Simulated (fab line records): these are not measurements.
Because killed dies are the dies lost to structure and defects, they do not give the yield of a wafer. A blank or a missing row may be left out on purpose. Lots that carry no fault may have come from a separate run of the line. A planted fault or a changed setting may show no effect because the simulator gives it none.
fab line records	flow sky130	part 1 of 2: steps 1 to 43 of 44
record lots=6	wafers=18	last-day=50
route steps=708 shown VIA2@522 METAL3@532 CAPM@537 PAD_OPEN@708
lots that met no fault: from a run of the same line without faults
start-h: hours from the record's first day to the start of the lot's first wafer shown	wait-h: hours elapsed since this lot's preceding step	" same as the row above	L1.1+2: a single row standing in for several wafers	- no value present, or no start provided	* or withheld: withheld	< > ~ a bound
route shown NAME@n: a module of which the file shows steps, and the number in the route of the first	usual: average and standard deviation across the fault-free wafers	same: alike in all rows	chamber/n: place in a boat	sites: per-site readings	_std_site: the values' standard deviation	_edge_site: the outer-site mean with the inner-site mean subtracted	radius-mm: for every site, how far away it sits from the centre of the wafer	mask NAME#n: copy n	behind: tool/chamber where the wafer was last shaped	hold: the reason the lot was held/the length of the hold in hours/how it ended	device: which transistor (n, p or np) failed to switch	end of line: tests run on the same wafers once the route is complete	where a step has no rows: the recipe by itself	killed: dies that structure and defects cost at the first sort, which is not the same as the wafer's yield	map: per-die view of a wafer (x killed, . not killed, _ where there is no die)
set.NAME: the setting that was run; set.NAME@STEP: the one run at that earlier step	model.NAME: the simulator's own value behind a step, which no gauge read
lots seen at some steps along the route; tables by step, rows by wafer
services: a tool's chamber out of use, with start hour (start-h, from the record's first day; less than 0 if before it), hours out, and reason
## steps
# step SKY_VIA2_ETCH_15
# recipe target=SiO2	chemistry=C4F8/O2/Ar	target-depth-nm=546	stop-on=TiN	mask-material=KrF-thick	source-w=1500	bias-w=1200	pressure-mtorr=40	c4f8-flow-sccm=withheld	O2_flow_sccm=6	Ar_flow_sccm=300	time-s=84
# usual oes-product-au=0.940/0.0048
lot.wafer	tool	chamber	start-h	wait-h	oes-product-au	rf-hours-counter-h
L881.2	rie-diel-04	0	853.58	0.0	0.941	6
L881.4	"	1	"	"	0.935	18
L881.5	"	3	"	"	0.931	-
L888.2	rie-diel-03	0	909.01	0.0	0.949	20
L888.3	"	3	"	"	0.938	12
L888.6	"	2	"	"	0.938	-
L894.4	rie-diel-03	2	947.19	0.0	0.938	-
L894.5	"	0	"	"	0.941	-
L894.6	"	1	"	"	0.935	-
L895.2	rie-diel-04	0	958.25	0.0	0.936	10
L895.4	"	2	"	"	0.943	9
L895.5	"	0	"	"	0.940	-
L904.2	rie-diel-03	3	1015.21	0.0	0.941	13
L904.3	"	0	"	"	0.930	23
L904.6	"	1	"	"	0.949	-
L903.4	rie-diel-01	3	1019.11	0.0	0.938	1
L903.5	"	0	"	"	0.937	-
L903.6	"	1	"	"	0.939	-
# step SKY_VIA2_STRIP_16
# recipe chemistry=O2/N2	power-w=1400	pressure-mtorr=1500	platen-temp-c=withheld	o2-flow-sccm=3000	n2-flow-sccm=300	overash-fraction=0.5
# step SKY_VIA2_STRIP_17
# recipe chemistry=post-etch-residue-remover	time-s=1200	temp-c=72.5
# step SKY_VIA2_CLEAN_18
# recipe chemistry=IPA	time-s=180	temp-c=25
# step SKY_VIA2_CLEAN_19
# recipe chemistry=O3/DIW	dry=n2-spin
# step SKY_VIA2_SPUTTER_20
# recipe material=TiN	target-thk-nm=20	chamber-pressure-pa=5	power-w=4000	time-s=80
# step SKY_VIA2_CVD_21
# recipe material=W	target-thk-nm=420	time-s=126.4	temp-c=400	pressure-torr=40
# step SKY_VIA2_RS_MEAS_22
# recipe thk-meas-gauge=four-point-probe	reads=W_of_VIA2_CVD_21+TiN_of_VIA2_SPUTTER_20
# usual VIA2_W_RS=0.273/0.0033
lot.wafer	tool	chamber	start-h	wait-h	VIA2_W_RS[ohm/sq]
L881.2	film-metro-01	-	854.53	0.1	0.277
L881.4	"	-	"	"	0.274
L881.5	"	-	"	"	0.279
L888.2	film-metro-01	-	909.90	0.1	0.273
L888.3	"	-	"	"	0.268
L888.6	"	-	"	"	0.273
L894.4	film-metro-04	-	948.06	0.1	0.274
L894.5	"	-	"	"	0.279
L894.6	"	-	"	"	0.275
L895.2	film-metro-02	-	959.12	0.1	0.274
L895.4	"	-	"	"	0.275
L895.5	"	-	"	"	0.275
L904.2	film-metro-02	-	1016.07	0.1	0.267
L904.3	"	-	"	"	0.268
L904.6	"	-	"	"	0.265
L903.4	film-metro-04	-	1020.01	0.1	0.272
L903.5	"	-	"	"	0.276
L903.6	"	-	"	"	0.279
# step SKY_VIA2_THK_MEAS_23
# recipe thk-meas-gauge=xrf	reads=W_of_VIA2_CVD_21
# usual VIA2_W_THK=434/9.6
lot.wafer	tool	chamber	start-h	wait-h	VIA2_W_THK[nm]
L881.2	film-metro-01	-	854.64	0.1	418
L881.4	"	-	"	"	421
L881.5	"	-	"	"	415
L888.2	film-metro-01	-	910.01	0.1	421
L888.3	"	-	"	"	429
L888.6	"	-	"	"	422
L894.4	film-metro-04	-	948.15	0.1	423
L894.5	"	-	"	"	418
L894.6	"	-	"	"	426
L895.2	film-metro-02	-	959.23	0.1	437
L895.4	"	-	"	"	437
L895.5	"	-	"	"	433
L904.2	film-metro-02	-	1016.18	0.1	456
L904.3	"	-	"	"	452
L904.6	"	-	"	"	458
L903.4	film-metro-04	-	1020.10	0.1	434
L903.5	"	-	"	"	425
L903.6	"	-	"	"	423
# step SKY_VIA2_CMP_24
# recipe stop-on=SiO2	t-overpolish-s=20	down-force-psi=3.5	platen-rpm=60	target-thk-nm=0	pad-velocity-m-s=0.94248
# step SKY_METAL3_SPUTTER_00
# recipe material=Ti	target-thk-nm=15	power-w=3000	time-s=10	chamber-pressure-pa=0.4
# step SKY_METAL3_SPUTTER_01
# recipe material=TiN	target-thk-nm=20	power-w=6500	time-s=16.7	chamber-pressure-pa=0.4
# step SKY_METAL3_SPUTTER_02
# recipe material=AlCu	target-thk-nm=735	power-w=10600	time-s=39.1	chamber-pressure-pa=0.4
# usual chamber-pressure-pa=0.4000/0.00078	throttle-valve-pct=30.0/1.2
lot.wafer	tool	chamber	start-h	wait-h	chamber-pressure-pa	throttle-valve-pct	model.AlCu_of_METAL3_SPUTTER_02.thk-nm
L881.2	pvd-sputter-01	-	855.26	0.0	0.3999	32.5	733.2
L881.4	"	-	"	"	0.3976	28.8	733
L881.5	"	-	"	"	0.4018	32.5	736.8
L888.2	pvd-sputter-03	-	910.41	0.0	0.4006	30.0	730.7
L888.3	"	-	"	"	0.4008	30.2	737.3
L888.6	"	-	"	"	0.3990	30.0	737.7
L894.4	pvd-sputter-01	-	948.75	0.0	0.3986	28.4	734.6
L894.5	"	-	"	"	0.4521	28.2	718.7
L894.6	"	-	"	"	0.3995	28.3	731.7
L895.2	pvd-sputter-01	-	959.63	0.0	0.4527	28.2	721.8
L895.4	"	-	"	"	0.4012	30.1	734.1
L895.5	"	-	"	"	0.4012	28.4	732.9
L904.2	pvd-sputter-03	-	1019.01	0.0	0.3983	29.0	727.6
L904.3	"	-	"	"	0.3995	29.9	727.7
L904.6	"	-	"	"	0.3997	30.2	730.2
L903.4	pvd-sputter-03	-	1021.96	0.0	0.3993	30.1	727.9
L903.5	"	-	"	"	0.3989	29.0	724.2
L903.6	"	-	"	"	0.4008	30.2	728.7
# step SKY_METAL3_SPUTTER_03
# recipe material=Ti	target-thk-nm=5	power-w=3000	time-s=3.3	chamber-pressure-pa=0.4
# usual chamber-pressure-pa=0.4000/0.00076	throttle-valve-pct=30.0/1.2
lot.wafer	tool	chamber	start-h	wait-h	chamber-pressure-pa	throttle-valve-pct
L881.2	pvd-sputter-01	-	855.30	0.0	0.3996	32.3
L881.4	"	-	"	"	0.3987	28.4
L881.5	"	-	"	"	0.3994	32.2
L888.2	pvd-sputter-03	-	910.45	0.0	0.3997	30.0
L888.3	"	-	"	"	0.3998	30.3
L888.6	"	-	"	"	0.4009	30.1
L894.4	pvd-sputter-01	-	948.79	0.0	0.3998	28.5
L894.5	"	-	"	"	0.3991	30.1
L894.6	"	-	"	"	0.4003	28.4
L895.2	pvd-sputter-01	-	959.67	0.0	0.3995	30.1
L895.4	"	-	"	"	0.4003	30.0
L895.5	"	-	"	"	0.3991	28.2
L904.2	pvd-sputter-03	-	1019.05	0.0	0.3993	29.1
L904.3	"	-	"	"	0.3987	29.9
L904.6	"	-	"	"	0.3986	30.0
L903.4	pvd-sputter-03	-	1022.00	0.0	0.4005	30.1
L903.5	"	-	"	"	0.4000	28.9
L903.6	"	-	"	"	0.4005	30.0
# step SKY_METAL3_SPUTTER_04
# recipe material=TiN	target-thk-nm=70	power-w=6500	time-s=58.3	chamber-pressure-pa=0.4
# usual chamber-pressure-pa=0.3999/0.00087	throttle-valve-pct=30.0/1.2
lot.wafer	tool	chamber	start-h	wait-h	chamber-pressure-pa	throttle-valve-pct
L881.2	pvd-sputter-01	-	855.32	0.0	0.4012	32.5
L881.4	"	-	"	"	0.3994	28.5
L881.5	"	-	"	"	0.4006	32.9
L888.2	pvd-sputter-03	-	910.47	0.0	0.4008	29.9
L888.3	"	-	"	"	0.3984	30.0
L888.6	"	-	"	"	0.3997	30.2
L894.4	pvd-sputter-01	-	948.81	0.0	0.4007	28.5
L894.5	"	-	"	"	0.4004	29.9
L894.6	"	-	"	"	0.4006	28.3
L895.2	pvd-sputter-01	-	959.69	0.0	0.4004	30.0
L895.4	"	-	"	"	0.4004	30.1
L895.5	"	-	"	"	0.3993	28.2
L904.2	pvd-sputter-03	-	1019.07	0.0	0.3996	28.8
L904.3	"	-	"	"	0.3993	29.9
L904.6	"	-	"	"	0.4006	29.9
L903.4	pvd-sputter-03	-	1022.02	0.0	0.3994	30.1
L903.5	"	-	"	"	0.3997	28.7
L903.6	"	-	"	"	0.4006	30.3
# step SKY_CAPM_CVD_00
# recipe material=SiO2	target-thk-nm=15.5	temp-c=400	time-s=withheld	rf-w=450
# step SKY_CAPM_THK_MEAS_01
# recipe reads=SiO2_of_CAPM_CVD_00
# usual CAPM_CVD_00_THK=15.43/0.24
lot.wafer	tool	chamber	start-h	wait-h	CAPM_CVD_00_THK[nm]
L881.2	film-metro-01	-	855.40	-	15.14
L881.4	"	-	"	"	15.16
L881.5	"	-	"	"	15.20
L888.2	film-metro-03	-	910.55	-	15.12
L888.3	"	-	"	"	15.51
L888.6	"	-	"	"	15.46
L894.4	film-metro-03	-	948.91	-	15.48
L894.5	"	-	"	"	15.15
L894.6	"	-	"	"	15.39
L895.2	film-metro-01	-	959.78	-	15.69
L895.4	"	-	"	"	15.66
L895.5	"	-	"	"	15.96
L904.2	film-metro-01	-	1019.16	-	15.59
L904.3	"	-	"	"	15.77
L904.6	"	-	"	"	15.69
L903.4	film-metro-04	-	1022.12	-	14.90
L903.5	"	-	"	"	15.26
L903.6	"	-	"	"	15.46
# step SKY_CAPM_SPUTTER_02
# recipe material=TiN	target-thk-nm=200	temp-c=300	power-w=6500	time-s=166.7	chamber-pressure-pa=0.4
# usual chamber-pressure-pa=0.3999/0.00084	throttle-valve-pct=29.6/1.1
lot.wafer	tool	chamber	start-h	wait-h	chamber-pressure-pa	throttle-valve-pct
L881.2	pvd-sputter-04	-	855.45	0.0	0.3991	27.2
L881.4	"	-	"	"	0.4008	30.7
L881.5	"	-	"	"	0.3995	29.3
L888.2	pvd-sputter-04	-	910.60	0.0	0.4003	27.7
L888.3	"	-	"	"	0.3984	30.8
L888.6	"	-	"	"	0.3990	29.8
L894.4	pvd-sputter-04	-	948.94	0.0	0.4001	27.9
L894.5	"	-	"	"	0.4000	30.0
L894.6	"	-	"	"	0.4008	27.6
L895.2	pvd-sputter-03	-	959.83	0.0	0.3986	30.1
L895.4	"	-	"	"	0.3994	30.2
L895.5	"	-	"	"	0.3992	29.9
L904.2	pvd-sputter-04	-	1019.21	0.0	0.3999	27.8
L904.3	"	-	"	"	0.4004	29.0
L904.6	"	-	"	"	0.3993	29.3
L903.4	pvd-sputter-04	-	1022.15	0.0	0.4011	30.7
L903.5	"	-	"	"	0.3990	30.0
L903.6	"	-	"	"	0.3990	27.5
# step SKY_CAPM_RS_MEAS_03
# recipe thk-meas-gauge=four-point-probe	reads=TiN_of_CAPM_SPUTTER_02
# usual CAPM_TIN_RS=6.90/0.092
lot.wafer	tool	chamber	start-h	wait-h	CAPM_TIN_RS[ohm/sq]
L881.2	film-metro-04	-	855.58	0.1	6.85
L881.4	"	-	"	"	6.72
L881.5	"	-	"	"	6.83
L888.2	film-metro-04	-	910.73	0.1	6.91
L888.3	"	-	"	"	6.77
L888.6	"	-	"	"	6.85
L894.4	film-metro-04	-	949.11	0.1	6.92
L894.5	"	-	"	"	6.87
L894.6	"	-	"	"	6.94
L895.2	film-metro-03	-	959.96	0.1	7.01
L895.4	"	-	"	"	6.84
L895.5	"	-	"	"	6.91
L904.2	film-metro-03	-	1019.34	0.1	6.97
L904.3	"	-	"	"	6.97
L904.6	"	-	"	"	6.92
L903.4	film-metro-03	-	1022.32	0.1	6.84
L903.5	"	-	"	"	6.86
L903.6	"	-	"	"	7.10
# step SKY_CAPM_THK_MEAS_04
# recipe thk-meas-gauge=xrf	reads=TiN_of_CAPM_SPUTTER_02
# usual CAPM_TIN_THK=198.0/2.9
lot.wafer	tool	chamber	start-h	wait-h	CAPM_TIN_THK[nm]
L881.2	film-metro-04	-	855.69	0.1	199.0
L881.4	"	-	"	"	204.7
L881.5	"	-	"	"	200.0
L888.2	film-metro-04	-	910.84	0.1	197.1
L888.3	"	-	"	"	200.1
L888.6	"	-	"	"	198.8
L894.4	film-metro-04	-	949.20	0.1	198.1
L894.5	"	-	"	"	199.5
L894.6	"	-	"	"	197.7
L895.2	film-metro-03	-	960.07	0.1	194.3
L895.4	"	-	"	"	199.6
L895.5	"	-	"	"	197.8
L904.2	film-metro-03	-	1019.45	0.1	195.1
L904.3	"	-	"	"	196.1
L904.6	"	-	"	"	197.4
L903.4	film-metro-03	-	1022.41	0.1	198.7
L903.5	"	-	"	"	198.3
L903.6	"	-	"	"	192.3
# step SKY_CAPM_DEHYDRATE_05
# recipe temp-c=200	time-s=60
# step SKY_CAPM_HMDS_06
# recipe prime-time-s=60	prime-temp-c=120
# step SKY_CAPM_COAT_07
# recipe resist=NOVOLAK	spin-rpm=3000	resist-thk-nm=1140
# step SKY_CAPM_SOFTBAKE_08
# recipe temp-c=90	time-s=60	resist=NOVOLAK
# step SKY_CAPM_EXPOSE_09
# recipe mask-id=CAPM	na=0.6	source-shape=conventional	sigma-outer=0.6	polarization=unpolarized	target-cd-nm=1000	dose-mj=159
# step SKY_CAPM_PEB_10
# recipe temp-c=withheld	time-s=*	resist=NOVOLAK
# step SKY_CAPM_DEVELOP_11
# recipe resist=NOVOLAK	developer=TMAH	develop-time-s=60	dev-temp-c=23
# step SKY_CAPM_OVL_MEAS_12
# usual CAPM_OVL=-0.7/1.4
lot.wafer	tool	chamber	start-h	wait-h	CAPM_OVL[nm]
L881.2	overlay-02	-	881.24	0.1	1.1
L881.4	"	-	"	"	2.2
L881.5	"	-	"	"	-0.1
L888.2	overlay-01	-	935.49	0.1	-1.2
L888.3	"	-	"	"	0.1
L888.6	"	-	"	"	1.1
L894.4	overlay-02	-	972.60	0.1	1.7
L894.5	"	-	"	"	1.6
L894.6	"	-	"	"	-1.0
L895.2	overlay-02	-	983.94	0.1	-0.6
L895.4	"	-	"	"	0.1
L895.5	"	-	"	"	0.7
L904.2	overlay-02	-	1040.21	0.1	-3.4
L904.3	"	-	"	"	-1.3
L904.6	"	-	"	"	-2.5
L903.4	overlay-02	-	1044.87	0.1	-2.8
L903.5	"	-	"	"	-0.4
L903.6	"	-	"	"	-1.3
# step SKY_CAPM_METAL_ETCH_13
# recipe target-depth-nm=220	stop-on=SiO2	chemistry=Cl2/BCl3	target=TiN	pressure-mtorr=10	icp-w=900	bias-w=48.5	Cl2_flow_sccm=60	bcl3-flow-sccm=30	time-s=62.9
# step SKY_CAPM_STRIP_14
# recipe chemistry=O2/N2	power-w=1400	pressure-mtorr=1500	platen-temp-c=withheld	o2-flow-sccm=3000	n2-flow-sccm=300	overash-fraction=0.5
# usual drypump-motor-current-A=5.8/0.49	oes-product-au=0.710/0.0041	strip-time-to-endpoint-s=12.64/0.051
# same overash-fraction=0.5
lot.wafer	tool	chamber	start-h	wait-h	drypump-motor-current-A	oes-product-au	rf-hours-counter-h	strip-time-to-endpoint-s
L881.2	plasma-asher-02	0	881.38	0.1	4.9	0.716	106	12.71
L881.4	"	1	"	"	6.1	0.710	-	12.69
L881.5	"	0	"	"	4.9	0.710	-	12.69
L888.2	plasma-asher-02	1	935.60	0.1	6.2	0.707	112	12.46
L888.3	"	1	"	"	6.1	0.709	-	12.57
L888.6	"	1	"	"	6.2	0.712	-	12.49
L894.4	plasma-asher-01	1	972.72	0.1	5.7	0.712	-	12.57
L894.5	"	1	"	"	5.7	0.711	-	12.67
L894.6	"	0	"	"	6.1	0.712	-	12.59
L895.2	plasma-asher-04	0	984.05	0.1	6.6	0.708	86	12.61
L895.4	"	1	"	"	5.5	0.706	-	12.64
L895.5	"	0	"	"	6.6	0.707	-	12.60
L904.2	plasma-asher-04	1	1040.31	0.1	5.5	0.711	90	12.67
L904.3	"	0	"	"	6.6	0.710	-	12.60
L904.6	"	1	"	"	5.5	0.708	-	12.57
L903.4	plasma-asher-01	0	1045.00	0.1	6.1	0.716	-	12.57
L903.5	"	0	"	"	6.1	0.705	-	12.56
L903.6	"	1	"	"	5.7	0.716	-	12.65
# step SKY_CAPM_STRIP_15
# recipe chemistry=post-etch-residue-remover	time-s=1200	temp-c=72.5
# step SKY_CAPM_CLEAN_16
# recipe chemistry=IPA	time-s=180	temp-c=25
# step SKY_CAPM_CLEAN_17
# recipe chemistry=O3/DIW	dry=n2-spin
# step SKY_METAL3_DEHYDRATE_05
# recipe temp-c=200	time-s=60
# step SKY_METAL3_HMDS_06
# recipe prime-time-s=60	prime-temp-c=120
# step SKY_METAL3_COAT_07
# recipe resist=BARC	temp-c=withheld	time-s=withheld	spin-rpm=3000	resist-thk-nm=60
# step SKY_METAL3_COAT_08
# recipe resist=KrF-thick	spin-rpm=3000	resist-thk-nm=1140
# step SKY_METAL3_SOFTBAKE_09
# recipe temp-c=100	time-s=90	resist=KrF-thick
# step SKY_METAL3_EXPOSE_10
# recipe mask-id=MM3	na=0.68	source-shape=annular	sigma-inner=0.4	sigma-outer=0.8	target-cd-nm=300	dose-mj=28
# step SKY_METAL3_PEB_11
# recipe peb-temp-c=withheld	peb-time-s=withheld	resist=KrF-thick
# step SKY_METAL3_DEVELOP_12
# recipe develop-time-s=60	resist=KrF-thick	dev-temp-c=21
# step SKY_METAL3_CD_MEAS_13
# recipe target-cd-nm=300
# usual cd-nm=300.5/1.4
lot.wafer	tool	chamber	start-h	wait-h	cd-nm
L881.2	cd-sem-02	-	908.48	-	299.1
L881.4	"	-	"	"	299.4
L881.5	"	-	"	"	300.0
L888.2	cd-sem-02	-	960.37	-	300.8
L888.3	"	-	"	"	302.6
L888.6	"	-	"	"	301.5
L894.4	cd-sem-01	-	996.76	-	299.4
L894.5	"	-	"	"	300.9
L894.6	"	-	"	"	302.7
L895.2	cd-sem-01	-	1007.72	-	300.1
L895.4	"	-	"	"	300.2
L895.5	"	-	"	"	301.6
L904.2	cd-sem-02	-	1062.38	-	296.4
L904.3	"	-	"	"	296.8
L904.6	"	-	"	"	297.1
L903.4	cd-sem-01	-	1067.60	-	301.5
L903.5	"	-	"	"	301.0
L903.6	"	-	"	"	302.0
# step SKY_METAL3_METAL_ETCH_18
# recipe target-depth-a=8450	stop-on=SiO2	over-etch-frac=0.3	time-s=183.1	chemistry=Cl2/BCl3	resist-sidewall-deg=88	pressure-mtorr=10	icp-w=900	bias-w=48.5	Cl2_flow_sccm=60	bcl3-flow-sccm=30
# usual bcl3-flow-sccm=30.01/0.092	drypump-motor-current-A=5.4/0.56	oes-product-au=0.866/0.0063	throttle-valve-pct=22.265/0.0093
lot.wafer	tool	chamber	start-h	wait-h	bcl3-flow-sccm	drypump-motor-current-A	oes-product-au	rf-hours-counter-h	throttle-valve-pct	model.METAL3.feature-depth-nm	model.etch.depth-nm
L881.2	rie-metal-04	0	908.76	0.0	29.95	6.2	0.858	6	22.265	861.7	861.7
L881.4	"	1	"	"	29.88	4.9	0.863	-	22.263	861.7	861.7
L881.5	"	0	"	"	30.03	6.2	0.875	-	22.275	865	865
L888.2	rie-metal-04	0	960.66	0.0	29.93	6.2	0.868	8	22.263	862.7	862.7
L888.3	"	0	"	"	29.97	6.2	0.862	-	22.282	867.5	867.5
L888.6	"	0	"	"	30.01	6.2	0.863	-	22.274	868.4	868.4
L894.4	rie-metal-04	0	997.09	0.1	29.93	6.2	0.861	-	22.277	864	864
L894.5	"	0	"	"	29.95	6.2	0.850	-	22.265	847.1	847.1
L894.6	"	1	"	"	30.09	4.9	0.864	-	22.262	862.1	862.1
L895.2	rie-metal-04	1	1008.01	0.0	29.96	4.9	0.849	2	22.272	851.2	851.2
L895.4	"	1	"	"	29.94	4.9	0.861	-	22.263	865.5	865.5
L895.5	"	0	"	"	30.05	6.2	0.867	-	22.271	863.3	863.3
L904.2	rie-metal-04	0	1062.66	0.0	29.96	6.2	0.865	15	22.266	857.5	857.5
L904.3	"	0	"	"	29.79	6.2	0.867	-	22.251	858.2	858.2
L904.6	"	0	"	"	29.76	6.2	0.864	-	22.268	860.7	860.7
L903.4	rie-metal-02	0	1067.90	0.1	29.95	5.1	0.863	-	22.264	857	857
L903.5	"	1	"	"	30.28	4.9	0.858	-	22.255	852.9	852.9
L903.6	"	0	"	"	30.02	5.1	0.859	-	22.266	858.6	858.6
## key
first-sign step=SKY_METAL3_SPUTTER_02	reading=chamber-pressure-pa	direction=up	sigmas=67	usual=0.4000	struck=0.4524
effect none on later readings
model-effect step=SKY_METAL3_SPUTTER_02	value=AlCu_of_METAL3_SPUTTER_02.thk-nm	without=740	struck=720.3
model-effect step=SKY_METAL3_METAL_ETCH_18	value=METAL3.feature-depth-nm	without=869	struck=849.2
model-effect step=SKY_PAD_OPEN_PROBE_99	value=etest.met3.rs-ohm-sq	without=0.04228	struck=0.04345
met-at SKY_METAL3_SPUTTER_02
struck-wafers L894.5,L895.2
fault kind=process-parameter-drift	tool=pvd-sputter-01	chamber=-	onset-h=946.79	steps=SKY_METAL3_SPUTTER_02	channel=chamber-pressure-pa	offset=0.052414	shape=step	end-h=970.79	acts-in=these-recipes-only	stated=0.4	scope=struck-wafers-only
